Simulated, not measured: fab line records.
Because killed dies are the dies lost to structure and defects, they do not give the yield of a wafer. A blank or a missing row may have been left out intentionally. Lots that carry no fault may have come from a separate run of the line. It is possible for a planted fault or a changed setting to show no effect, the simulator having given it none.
fab line records    flow sky130
record lots=14  wafers=42  lastDay=50
route steps=708 shown NWELL@67
lots that met no fault: from a run of the same line without faults
startH: hours from the record's first day to the start of the lot's first wafer shown    waitH: hours elapsed since this lot's preceding step    " unchanged from the row above    L1.1+2: a single row standing in for several wafers    - value missing, or start not given    * or withheld: withheld    < > ~ a bound
route shown NAME@n: NAME is a module with steps in the file, n the number in the route of the first one    usual: mean and standard deviation over wafers with no fault    same: alike in all rows    chamber/n: place in a boat    sites: the reading at each site    _std_site: their standard deviation    _edge_site: mean of outer sites minus mean of inner sites    radiusMm: for every site, how far away it sits from the centre of the wafer    mask NAME#n: copy n    behind: tool/chamber where the wafer was last shaped    hold: why the lot went on hold/how many hours it stayed there/how the hold came to an end    device: the transistor (n, p or np) that didn't switch    end of line: tests run on the same wafers once the route is complete    a step given without rows: its recipe and nothing more    killed: dies lost to structure and defects at the first sort, not the wafer's yield    map: the dies of a wafer, with x for killed, . for not killed, _ for no die there
set.NAME: setting as actually run; set.NAME@STEP: the setting as run at that earlier step    model.NAME: the simulator's own value behind a step, which no gauge read
steps of the route over a sample of lots; a table a step, a row a wafer
services: a tool's chamber out of use, with start hour (startH, from the record's first day; less than 0 if before it), hours out, and reason
## steps
# step SKY_NWELL_STRIP_14
# recipe chemistry=O2/N2  powerW=1400  pressureMtorr=1500  platenTempC=withheld  o2FlowSccm=3000  n2FlowSccm=300  overashFraction=0.5
# usual drypumpMotorCurrentA=5.7/0.48  oesProductAu=0.722/0.004  overashFraction=0.5/0  stripTimeToEndpointS=36.90/0.12
lot.wafer  tool            chamber  startH  waitH  drypumpMotorCurrentA  oesProductAu  overashFraction  rfHoursCounterH  stripTimeToEndpointS
L784.3     plasmaAsher-03  0        97.06   0.1    5.2                   0.724         0.5              -                37.02
L784.4     "               1        "       "      5.5                   0.722         0.5              -                36.98
L784.5     "               1        "       "      5.4                   0.724         0.5              -                37.02
L783.1     plasmaAsher-01  0        100.58  0.1    6.6                   0.717         0.5              30               36.80
L783.2     "               1        "       "      5.3                   0.719         0.5              30               36.79
L783.5     "               0        "       "      6.6                   0.729         0.5              -                36.80
L785.1     plasmaAsher-03  1        107.26  0.1    5.4                   0.721         0.5              43               37.02
L785.5     "               1        "       "      5.4                   0.728         0.5              -                36.93
L785.6     "               0        "       "      5.2                   0.727         0.5              -                37.06
L788.3     plasmaAsher-03  0        126.74  0.1    5.2                   0.716         0.5              -                36.73
L788.4     "               1        "       "      5.4                   0.797         0.3              -                36.72
L788.6     "               0        "       "      5.2                   0.723         0.5              -                36.67
L790.1     plasmaAsher-03  0        133.08  0.1    5.2                   0.724         0.5              1                36.78
L790.3     "               1        "       "      5.4                   0.800         0.3              -                36.78
L790.6     "               1        "       "      5.4                   0.797         0.3              -                36.75
L795.3     plasmaAsher-02  0        158.81  0.1    6.0                   0.722         0.5              -                36.83
L795.4     "               1        "       "      5.8                   0.723         0.5              -                36.86
L795.6     "               1        "       "      5.9                   0.721         0.5              -                36.84
L796.2     plasmaAsher-01  0        171.86  0.1    6.6                   0.732         0.5              38               36.92
L796.3     "               1        "       "      5.3                   0.720         0.5              -                36.91
L796.4     "               0        "       "      6.6                   0.729         0.5              -                36.86
L798.2     plasmaAsher-02  1        180.50  0.1    5.8                   0.719         0.5              45               37.17
L798.3     "               0        "       "      6.0                   0.722         0.5              -                37.09
L798.6     "               1        "       "      5.8                   0.720         0.5              -                37.12
L800.1     plasmaAsher-03  1        191.40  0.1    5.5                   0.723         0.5              7                36.96
L800.2     "               0        "       "      5.2                   0.730         0.5              7                36.90
L800.4     "               0        "       "      5.2                   0.722         0.5              -                36.83
L801.1     plasmaAsher-03  0        196.11  0.1    5.2                   0.722         0.5              8                36.79
L801.3     "               1        "       "      5.5                   0.725         0.5              -                36.69
L801.6     "               0        "       "      5.2                   0.724         0.5              -                36.72
L802.2     plasmaAsher-02  1        206.45  0.1    5.8                   0.719         0.5              47               36.89
L802.3     "               0        "       "      6.0                   0.730         0.5              -                36.93
L802.4     "               1        "       "      5.8                   0.723         0.5              -                36.86
L803.1     plasmaAsher-03  1        211.80  0.1    5.5                   0.720         0.5              10               37.03
L803.3     "               1        "       "      5.4                   0.717         0.5              -                37.05
L803.6     "               0        "       "      5.2                   0.724         0.5              -                36.98
L804.3     plasmaAsher-02  1        213.93  0.1    5.8                   0.720         0.5              -                36.98
L804.5     "               1        "       "      5.8                   0.721         0.5              -                36.92
L804.6     "               0        "       "      6.0                   0.727         0.5              -                37.00
L805.1     plasmaAsher-01  1        222.33  0.1    5.3                   0.725         0.5              42               36.77
L805.4     "               0        "       "      6.6                   0.723         0.5              -                36.86
L805.6     "               1        "       "      5.3                   0.719         0.5              -                36.90
## services
tool            chamber  startH  hours  kind
plasmaAsher-01  -        73.08   8.0    repair
plasmaAsher-02  -        90.10   26.6   pm
plasmaAsher-03  -        108.75  9.0    pm
plasmaAsher-03  0        108.75  9.0    ventCycle
plasmaAsher-03  1        108.75  9.0    ventCycle
plasmaAsher-03  0        117.75  -      clean
plasmaAsher-03  1        117.75  -      clean
plasmaAsher-02  -        149.74  3.7    repair
plasmaAsher-03  -        172.89  2.0    repair
plasmaAsher-01  -        193.30  14.6   pm
plasmaAsher-03  -        219.19  2.9    repair
## key
firstSign step=SKY_NWELL_STRIP_14  reading=overashFraction  direction=down  sigmas=99+  usual=0.5  struck=0.3
effect step=SKY_NWELL_STRIP_14  reading=oesProductAu  direction=up  sigmas=19  usual=0.722  struck=0.798
metAt SKY_NWELL_STRIP_14
struckLots L788,L790
struckWafers L788.4,L790.3,L790.6
testerLeftOut L788,L790
onsetBetween 107.26 126.74
fault kind=processParameterDrift  tool=plasmaAsher-03  chamber=1  onsetH=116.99  steps=SKY_NWELL_STRIP_14  channel=overashFraction  offset=-0.2  shape=step  endH=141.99  actsIn=theseRecipesOnly  stated=0.5
# testerLeftOut: of these lots the tester's yield and bins aren't shown, on N5 and GAA mostly nor the transistor test; their killed dies are dies lost to structure and defects alone, not to doping, threshold or leakage, so they don't give the yield
